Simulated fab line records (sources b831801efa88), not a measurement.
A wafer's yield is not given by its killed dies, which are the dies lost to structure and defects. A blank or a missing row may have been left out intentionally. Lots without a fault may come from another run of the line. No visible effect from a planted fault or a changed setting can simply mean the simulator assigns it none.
fab line records	flow sky130
[record] lots = 6	wafers = 18	last-day = 50
route steps=708 shown VIA2@510 PAD_OPEN@708
lots untouched by any fault: they come from a run of this same line in which no faults occurred
start-h: the number of hours between the record's first day and the start of the first shown wafer of the lot	wait-h: how many hours have passed since the lot's step before this one	" identical to the entry in the row above	L1.1+2: one row covering several wafers at once	- no value, or no start given	* or withheld: withheld	< > ~ a bound
route shown NAME@n: a module of which the file shows steps, and the number in the route of the first	usual: mean and standard deviation over wafers with no fault	same: alike in all rows	chamber/n: place in a boat	sites: readings site by site	_std_site: standard deviation across them	_edge_site: mean of outer sites minus mean of inner sites	radius-mm: how far each site lies from the wafer's centre	mask NAME#n: copy n	behind: the most recent tool/chamber to have shaped the wafer	hold: reason for holding the lot/hours on hold/outcome of the hold	device: which transistor (n, p or np) failed to switch	end of line: the same wafers' tests at the end of the route	a step given without rows: its recipe and nothing more	killed: the dies lost at the first sort to structure and to defects; this is not the yield of the wafer	map: per-die view of a wafer (x killed, . not killed, _ where there is no die)
set.NAME: the run value of the setting; set.NAME@STEP: its run value at that earlier step	model.NAME: the simulator's own value behind a step, which no gauge read
lots seen at some steps along the route; tables by step, rows by wafer
services: when a tool's chamber went out of use (start-h, in hours from the record's first day, below 0 if earlier), for how many hours, and the reason
[[steps]]
[step SKY_VIA2_BOW_MEAS_03]
[recipe] mode = bow
[usual] VIA2_BOW = 84/7.1
lot.wafer	tool	chamber	start-h	wait-h	VIA2_BOW[um]
L485.1	film-metro-03	-	829.57	0.1	86
L485.2	"	-	"	"	81
L485.4	"	-	"	"	82
L488.2	film-metro-03	-	851.84	0.2	85
L488.5	"	-	"	"	82
L488.6	"	-	"	"	86
L493.1	film-metro-02	-	886.39	0.1	80
L493.5	"	-	"	"	79
L493.6	"	-	"	"	82
L501.1	film-metro-03	-	949.31	0.1	84
L501.3	"	-	"	"	80
L501.5	"	-	"	"	79
L502.1	film-metro-04	-	954.95	0.2	77
L502.3	"	-	"	"	91
L502.5	"	-	"	"	81
L507.1	film-metro-02	-	981.90	0.1	71
L507.3	"	-	"	"	92
L507.6	"	-	"	"	67
[step SKY_VIA2_DEHYDRATE_04]
[recipe] temp-c = 200	time-s = 60
[step SKY_VIA2_HMDS_05]
[recipe] prime-time-s = 60	prime-temp-c = 120
[step SKY_VIA2_COAT_06]
[recipe] resist = BARC	temp-c = withheld	time-s = withheld	spin-rpm = 3000	resist-thk-nm = 60
[step SKY_VIA2_COAT_07]
[recipe] resist = KrF-thick	spin-rpm = 3000	resist-thk-nm = 450
[step SKY_VIA2_SOFTBAKE_08]
[recipe] temp-c = 100	time-s = 90	resist = KrF-thick
[step SKY_VIA2_EXPOSE_09]
[recipe] mask-id = VIM2	na = 0.8	source-shape = annular	sigma-inner = 0.55	sigma-outer = 0.85	target-cd-nm = 200	dose-mj = 38
[step SKY_VIA2_PEB_10]
[recipe] peb-temp-c = withheld	peb-time-s = withheld	resist = KrF-thick
[step SKY_VIA2_DEVELOP_11]
[recipe] develop-time-s = 60	resist = KrF-thick	dev-temp-c = 21
[step SKY_VIA2_CD_MEAS_12]
[recipe] target-cd-nm = 200
[usual] cd-nm = 199.7/1.4
lot.wafer	tool	chamber	start-h	wait-h	cd-nm
L485.1	cd-sem-02	-	855.23	-	197.6
L485.2	"	-	"	"	197.8
L485.4	"	-	"	"	196.8
L488.2	cd-sem-02	-	878.24	-	201.0
L488.5	"	-	"	"	202.3
L488.6	"	-	"	"	201.5
L493.1	cd-sem-01	-	911.68	-	201.4
L493.5	"	-	"	"	201.1
L493.6	"	-	"	"	201.2
L501.1	cd-sem-01	-	973.78	-	200.4
L501.3	"	-	"	"	200.0
L501.5	"	-	"	"	200.7
L502.1	cd-sem-01	-	978.73	-	200.6
L502.3	"	-	"	"	202.4
L502.5	"	-	"	"	201.9
L507.1	cd-sem-02	-	1005.73	-	201.9
L507.3	"	-	"	"	200.0
L507.6	"	-	"	"	198.9
[step SKY_VIA2_OVL_MEAS_13]
[usual] VIA2_OVL = -2/6.1
lot.wafer	tool	chamber	start-h	wait-h	VIA2_OVL[nm]
L485.1	overlay-02	-	855.35	0.1	0
L485.2	"	-	"	"	-1
L485.4	"	-	"	"	-6
L488.2	overlay-01	-	878.35	0.1	0
L488.5	"	-	"	"	-6
L488.6	"	-	"	"	-1
L493.1	overlay-01	-	911.80	0.1	-12
L493.5	"	-	"	"	-6
L493.6	"	-	"	"	-11
L501.1	overlay-01	-	973.90	0.1	-2
L501.3	"	-	"	"	2
L501.5	"	-	"	"	-1
L502.1	overlay-02	-	978.85	0.1	10
L502.3	"	-	"	"	11
L502.5	"	-	"	"	14
L507.1	overlay-01	-	1005.85	0.1	-3
L507.3	"	-	"	"	-3
L507.6	"	-	"	"	-10
[step SKY_VIA2_ETCH_14]
[recipe] chemistry = N2/H2	target = BARC	ion-energy-ev = 200	source-w = 500	bias-w = 100	pressure-mtorr = 30	n2-flow-sccm = 100	h2-flow-sccm = 200	stop-on = SiO2	time-s = 45.9	target-depth-a = 600
[usual] drypump-motor-current-A = 5.9/0.32	oes-product-au = 0.855/0.0048	rf-fwd-power-W = 494.7/2	throttle-valve-pct = 13.225/0.0089
lot.wafer	tool	chamber	start-h	wait-h	drypump-motor-current-A	oes-product-au	rf-fwd-power-W	rf-hours-counter-h	throttle-valve-pct
L485.1	rie-diel-01	0	855.39	0.0	5.7	0.861	496.4	27	13.222
L485.2	"	1	"	"	5.5	0.854	496.3	6	13.242
L485.4	"	2	"	"	6.0	0.855	495.5	4	13.233
L488.2	rie-diel-04	0	878.38	0.0	5.7	0.857	493.8	1	13.235
L488.5	"	3	"	"	5.9	0.851	498.8	-	13.220
L488.6	"	0	"	"	5.7	0.850	495.3	-	13.230
L493.1	rie-diel-04	2	911.83	0.0	5.7	0.855	494.3	3	13.205
L493.5	"	2	"	"	5.8	0.858	496.1	-	13.228
L493.6	"	1	"	"	6.2	0.853	493.0	-	13.209
L501.1	rie-diel-01	3	973.94	0.0	6.5	0.851	492.8	5	13.213
L501.3	"	0	"	"	5.7	0.845	494.5	2	13.233
L501.5	"	3	"	"	6.5	0.857	494.3	-	13.231
L502.1	rie-diel-02	3	978.89	0.0	6.0	0.862	493.3	18	13.220
L502.3	"	1	"	"	6.3	0.861	496.1	12	13.222
L502.5	"	0	"	"	5.7	0.861	497.0	-	13.216
L507.1	rie-diel-04	0	1005.88	0.0	5.7	0.852	496.6	4	13.231
L507.3	"	2	"	"	5.7	0.858	498.3	6	13.215
L507.6	"	0	"	"	5.7	0.857	498.0	-	13.213
[step SKY_VIA2_ETCH_15]
[recipe] target = SiO2	chemistry = C4F8/O2/Ar	target-depth-nm = 546	stop-on = TiN	mask-material = KrF-thick	source-w = 1500	bias-w = 1200	pressure-mtorr = 40	c4f8-flow-sccm = withheld	O2_flow_sccm = 6	Ar_flow_sccm = 300	time-s = 84
[usual] oes-product-au = 0.940/0.0048	rf-fwd-power-W = 1489/4.8
lot.wafer	tool	chamber	start-h	wait-h	oes-product-au	rf-fwd-power-W	rf-hours-counter-h	model.KrF-thick_of_VIA2_COAT_07.thk-nm
L485.1	rie-diel-01	0	855.43	0.0	0.937	1483	27	283.7
L485.2	"	1	"	"	0.944	1489	6	287.5
L485.4	"	2	"	"	0.934	1485	4	285.9
L488.2	rie-diel-04	0	878.42	0.0	0.929	1253	1	290.6
L488.5	"	3	"	"	0.934	1257	-	289.9
L488.6	"	0	"	"	0.935	1244	-	292.8
L493.1	rie-diel-04	2	911.88	0.0	0.935	1243	3	295.7
L493.5	"	2	"	"	0.933	1247	-	294.4
L493.6	"	1	"	"	0.935	1246	-	294.3
L501.1	rie-diel-01	3	973.98	0.0	0.939	1488	5	287.4
L501.3	"	0	"	"	0.947	1491	2	286.2
L501.5	"	3	"	"	0.942	1485	-	286.2
L502.1	rie-diel-02	3	978.93	0.0	0.937	1490	18	286.2
L502.3	"	1	"	"	0.932	1490	12	287
L502.5	"	0	"	"	0.935	1489	-	285.4
L507.1	rie-diel-04	0	1005.93	0.0	0.939	1488	4	284.2
L507.3	"	2	"	"	0.945	1488	6	284.4
L507.6	"	0	"	"	0.946	1479	-	283.6
[step SKY_VIA2_STRIP_16]
[recipe] chemistry = O2/N2	power-w = 1400	pressure-mtorr = 1500	platen-temp-c = withheld	o2-flow-sccm = 3000	n2-flow-sccm = 300	overash-fraction = 0.5
[usual] drypump-motor-current-A = 5.6/0.31	oes-product-au = 0.399/0.0044	strip-time-to-endpoint-s = 4.071/0.019
lot.wafer	tool	chamber	start-h	wait-h	drypump-motor-current-A	oes-product-au	rf-hours-counter-h	strip-time-to-endpoint-s
L485.1	plasma-asher-02	0	855.49	0.0	5.3	0.399	68	4.046
L485.2	"	1	"	"	5.7	0.403	68	4.098
L485.4	"	1	"	"	5.7	0.399	-	4.070
L488.2	plasma-asher-01	1	878.48	0.0	5.6	0.394	44	4.122
L488.5	"	1	"	"	5.6	0.398	-	4.112
L488.6	"	0	"	"	5.2	0.406	-	4.136
L493.1	plasma-asher-01	1	911.94	0.0	5.6	0.403	48	4.182
L493.5	"	1	"	"	5.6	0.412	-	4.153
L493.6	"	0	"	"	5.3	0.400	-	4.146
L501.1	plasma-asher-01	1	974.04	0.0	5.6	0.409	54	4.087
L501.3	"	1	"	"	5.6	0.395	-	4.072
L501.5	"	1	"	"	5.6	0.390	-	4.088
L502.1	plasma-asher-01	1	978.99	0.0	5.6	0.396	55	4.078
L502.3	"	1	"	"	5.6	0.403	-	4.073
L502.5	"	1	"	"	5.6	0.396	-	4.082
L507.1	plasma-asher-02	1	1005.99	0.0	5.7	0.395	82	4.066
L507.3	"	0	"	"	5.3	0.402	-	4.053
L507.6	"	0	"	"	5.3	0.406	-	4.053
[step SKY_VIA2_STRIP_17]
[recipe] chemistry = post-etch-residue-remover	time-s = 1200	temp-c = 72.5
[step SKY_PAD_OPEN_PROBE_99]
[usual] defect-limited-yield = 82.6/1.9	killed_at_M0_to_M3 = 43/7	killed_at_M4_up = 3.1/2	killed-at-contacts = 24/5.3	killed-at-front-end = 15/4.2	killed-at-other = 0.4/0.66	killed-dies = 86/9.5	killed-open = 47/7.4	killed-short = 38/6.2	sort_bin_3_pad_short = 0.9/0.44	sort_bin_5_function = 10.2/1.4	sort_bin_6_memory = 6.4/1.1	sort-n-pass = 406/9.5	sort-yield-pct = 82.6/1.9
[same] gross-dies = 492	killed-at-back-side = 0	sort_bin_4_leakage[%] = 0	sort_bin_8_speed[%] = 0
lot.wafer	tool	chamber	start-h	wait-h	defect-limited-yield[%]	killed_at_M0_to_M3	killed_at_M4_up	killed-at-contacts	killed-at-front-end	killed-at-other	killed-dies	killed-open	killed-short	sort_bin_3_pad_short[%]	sort_bin_5_function[%]	sort_bin_6_memory[%]	sort-n-pass	sort-yield-pct[%]
L493.1	prober-02	-	1126.93	0.1	85.6	36	1	21	13	0	71	37	34	0.4	8.7	5.3	421	85.6
L493.5	prober-02	-	1127.13	0.2	82.5	48	2	17	19	0	86	44	42	1.2	8.3	7.9	406	82.5
L493.6	prober-02	-	1127.18	0.2	83.3	37	2	30	13	0	82	50	32	1.2	10.4	5.1	410	83.3
L501.1	prober-01	-	1172.35	0.1	82.7	36	3	26	20	0	85	53	32	1.6	8.3	7.3	407	82.7
L501.3	prober-01	-	1172.45	0.2	81.5	53	1	22	15	0	91	45	46	1.0	10.6	6.9	401	81.5
L501.5	prober-01	-	1172.55	0.2	82.1	49	2	21	16	0	88	49	39	0.6	10.4	6.9	404	82.1
// killed by level:class
L493.1 VIA1:geometric-particle:open=9 CONTACT:geometric-particle:open=7 METAL1:geometric-particle:short=7 CONTACT:geometric-particle:short=5 VIA2:geometric-particle:open=5 VIA3:geometric-particle:open=5 LOCAL_INTERCONNECT:geometric-particle:short=4 FIELD_ISO:geometric-particle:open=3
L493.5 VIA1:geometric-particle:open=9 VIA3:geometric-particle:open=8 METAL2:geometric-particle:short=8 FIELD_ISO:geometric-particle:short=6 VIA1:geometric-particle:short=6 VIA2:geometric-particle:open=6 POLY_GATE:geometric-particle:open=4 LI_CONTACT:geometric-particle:open=4
L493.6 CONTACT:geometric-particle:open=15 VIA3:geometric-particle:open=10 LI_CONTACT:geometric-particle:open=7 FIELD_ISO:geometric-particle:short=5 VIA1:geometric-particle:short=5 VIA2:geometric-particle:open=5 METAL1:geometric-particle:short=4 METAL2:geometric-particle:short=4
L501.1 VIA1:geometric-particle:open=16 LI_CONTACT:geometric-particle:open=12 FIELD_ISO:geometric-particle:open=7 CONTACT:geometric-particle:open=7 LOCAL_INTERCONNECT:geometric-particle:short=5 VIA1:geometric-particle:short=5 FIELD_ISO:geometric-particle:short=3 POLY_GATE:geometric-particle:short=3
L501.3 VIA1:geometric-particle:open=10 VIA2:geometric-particle:open=9 METAL3:geometric-particle:short=8 LI_CONTACT:geometric-particle:open=7 CONTACT:geometric-particle:short=7 METAL1:geometric-particle:short=7 VIA3:geometric-particle:short=5 VIA3:geometric-particle:open=5
L501.5 VIA1:geometric-particle:open=15 FIELD_ISO:geometric-particle:open=8 LI_CONTACT:geometric-particle:open=8 CONTACT:geometric-particle:open=8 METAL1:geometric-particle:short=7 VIA1:geometric-particle:short=6 METAL2:geometric-particle:short=6 VIA2:geometric-particle:open=6
[[services]]
tool	chamber	start-h	hours	kind
plasma-asher-02	-	837.56	14.6	pm
rie-diel-02	0	843.50	6.7	repair
rie-diel-02	0	850.24	-	clean
rie-diel-02	0	850.24	16.9	scheduled-down
rie-diel-02	0	850.24	16.9	vent-cycle
plasma-asher-02	-	859.10	0.8	repair
rie-diel-01	0	866.33	-	clean
rie-diel-01	0	866.33	15.7	scheduled-down
rie-diel-01	0	866.33	15.7	vent-cycle
plasma-asher-01	-	883.40	2.1	repair
plasma-asher-02	-	884.87	1.1	repair
rie-diel-02	1	890.49	2.4	repair
rie-diel-02	-	903.60	4.4	repair
plasma-asher-02	-	905.05	1.1	repair
rie-diel-02	-	912.83	0.5	repair
rie-diel-01	0	925.69	6.9	repair
rie-diel-04	3	931.92	11.7	repair
rie-diel-04	0	975.32	12.8	repair
plasma-asher-02	-	978.56	8.0	repair
[[key]]
[first-sign] step = SKY_VIA2_ETCH_15	reading = rf-fwd-power-W	direction = down	sigmas = 50	usual = 1489	struck = 1248
[effect] step = SKY_VIA2_STRIP_16	reading = strip-time-to-endpoint-s	direction = up	sigmas = 3.7	usual = *	struck = *
[model-effect] step = SKY_VIA2_ETCH_15	value = KrF-thick_of_VIA2_COAT_07.thk-nm	without = 285.9	struck = 293
met-at SKY_VIA2_ETCH_15
struck-wafers L488.2,L488.5,L488.6,L493.1,L493.5,L493.6
[fault] kind = process-parameter-drift	tool = rie-diel-04	chamber = -	onset-h = 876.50	steps = SKY_VIA2_ETCH_15	channel = source-w	offset = -240	shape = step	end-h = 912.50	acts-in = these-recipes-only	stated = 1500
